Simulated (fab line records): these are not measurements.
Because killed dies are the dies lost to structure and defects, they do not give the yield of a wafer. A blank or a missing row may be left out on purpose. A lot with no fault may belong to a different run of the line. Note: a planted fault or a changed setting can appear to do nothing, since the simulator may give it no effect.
A lot that was struck, set against a sound lot / flow sky130 / 16 steps out of a route of 708
Sound: these wafers, L208.1, L208.2, L208.6. Struck: wafers L212.5, L212.6 (left out: L212.2, a lot-mate that was not struck); the cause follows at the end.
Per side, at each step with rows, come the tool, then ch with its chambers, and then its first start. Under that, the readings that differ: sound wafers / struck wafers / difference of the means / sigmas: that difference in standard deviations of wafers without a fault.
alike: readings whose means differ by less than 2 such deviations, and words and numbers that are the same on both sides. not compared: withheld readings, readings that some wafer has no value for, bounds like >300 that may hide the same value, and numbers for which the record gives no deviation and whose values overlap.
Wherever a step has rows on one side only, a row that says differs or no value, or a row with sigmas, the two part there. Numbers that don't overlap but have no deviation are shown without sigmas and don't part them. Lack of a reading on every wafer of one side parts them only where that side has two or more wafers.

first, 3 steps without rows for these wafers: SKY_METAL1_EXPOSE_12 (exposes mask MM1, target cd 140 nm); SKY_METAL1_PEB_13; SKY_METAL1_DEVELOP_14 (develop time 60 s).
SKY_METAL1_CD_MEAS_15: the cd target is 140 nm.
  sound on cd-sem-01, day 35 06:00; struck on cd-sem-02, day 36 04:25
  alike: cd-nm
SKY_METAL1_OVL_MEAS_16:
  sound on overlay-02, day 35 06:07; struck on overlay-01, day 36 04:31
  alike: METAL1_OVL
SKY_METAL1_DESCUM_17: chemistry O2, time 8 s.
  sound on rie-metal-03 ch 0,1, day 35 06:09; struck on rie-metal-04 ch 0,1, day 36 04:33
  alike: chamber-pressure-mTorr, drypump-motor-current-A, oes-product-au
  not compared: rf-hours-counter-h
SKY_METAL1_ETCH_18: etches BARC in N2/H2, stops on SiO2, time 45.9 s, target depth 60 nm.
  sound on rie-metal-03 ch 0,1, day 35 06:11; struck on rie-metal-04 ch 0,1, day 36 04:35
reading=chamber-pressure-mTorr (mTorr); sound=29.47 30.02 30.01; struck=30.02 29.96; difference=+0.16; sigmas=+3
  alike: drypump-motor-current-A, oes-product-au, throttle-valve-pct
  not compared: rf-hours-counter-h
SKY_METAL1_METAL_ETCH_19: etches the open film in Cl2/BCl3, stops on SiO2, target depth 360 nm, time 78 s.
  sound on rie-metal-03 ch 0,1, day 35 06:15; struck on rie-metal-04 ch 0,1, day 36 04:39
  alike: chamber-pressure-mTorr, drypump-motor-current-A, oes-product-au, throttle-valve-pct
  not compared: rf-hours-counter-h
SKY_METAL1_STRIP_20: strips in O2/N2.
  sound on plasma-asher-03 ch 0,1, day 35 06:20; struck on plasma-asher-02 ch 0,1, day 36 04:44
  alike: chamber-pressure-mTorr, drypump-motor-current-A, o2-flow-sccm, oes-product-au, strip-time-to-endpoint-s
  not compared: rf-hours-counter-h
then, 3 steps without rows for these wafers: SKY_METAL1_STRIP_21 (strips in post etch residue remover, time 1200 s); SKY_METAL1_CLEAN_22 (cleans in IPA, time 180 s); SKY_METAL1_CLEAN_23 (cleans in O3/DIW).
SKY_VIA1_HDPCVD_00: deposits SiO2, target thk 1030 nm, time 171.7 s.
  sound on hdpcvd-02 ch 0,2, day 35 06:56; struck on hdpcvd-02 ch 0,2, day 36 05:20
reading=run-length-s (s); sound=198.9 200.1 199.9; struck=180.1 179.2; difference=-20.0; sigmas=-39
reading=model.SiO2_of_VIA1_HDPCVD_00.thk-nm (nm); sound=1036 1039 1043; struck=915.9 908.9; difference=-126.9; sigmas=
SKY_VIA1_THK_MEAS_01:
  sound on film-metro-04, day 35 07:02; struck on film-metro-02, day 36 05:41
reading=VIA1_HDPCVD_THK (nm); sound=1035 1038 1044; struck=916 909; difference=-126; sigmas=-12
  not compared: hold
SKY_VIA1_CMP_02: polishes SiO2.
  sound on cmp-01 ch 0,2, day 35 07:10; struck on cmp-02 ch 0,1, day 36 07:42
reading=hold; sound=- - -; struck=await-dispo/1.9h/release await-dispo/1.9h/release; difference=no value on the sound wafers; sigmas=
  alike: motor-current-A, slurry-flow-ml-min
-- the record jumps here: 12 days lie between the struck wafers' starts before and after (it left off in module VIA1 and takes up again in module PAD_OPEN, whose first step shown is number 708 of the route) --
SKY_PAD_OPEN_PROBE_99:
  sound on prober-02, day 47 16:07; struck on prober-02, day 48 12:48
reading=killed-at-contacts; sound=24 21 11; struck=30 31; difference=+12; sigmas=+2
  alike: defect-limited-yield, killed_at_M0_to_M3, killed_at_M4_up, killed-at-front-end, killed-at-other, killed-dies, killed-open, killed-short, sort_bin_3_pad_short, sort_bin_5_function, sort_bin_6_memory, sort-n-pass, sort-yield-pct

## WHERE THEY PART
First at SKY_METAL1_ETCH_18; last, within this record, at SKY_PAD_OPEN_PROBE_99.

WHY: what had been put in by the simulator
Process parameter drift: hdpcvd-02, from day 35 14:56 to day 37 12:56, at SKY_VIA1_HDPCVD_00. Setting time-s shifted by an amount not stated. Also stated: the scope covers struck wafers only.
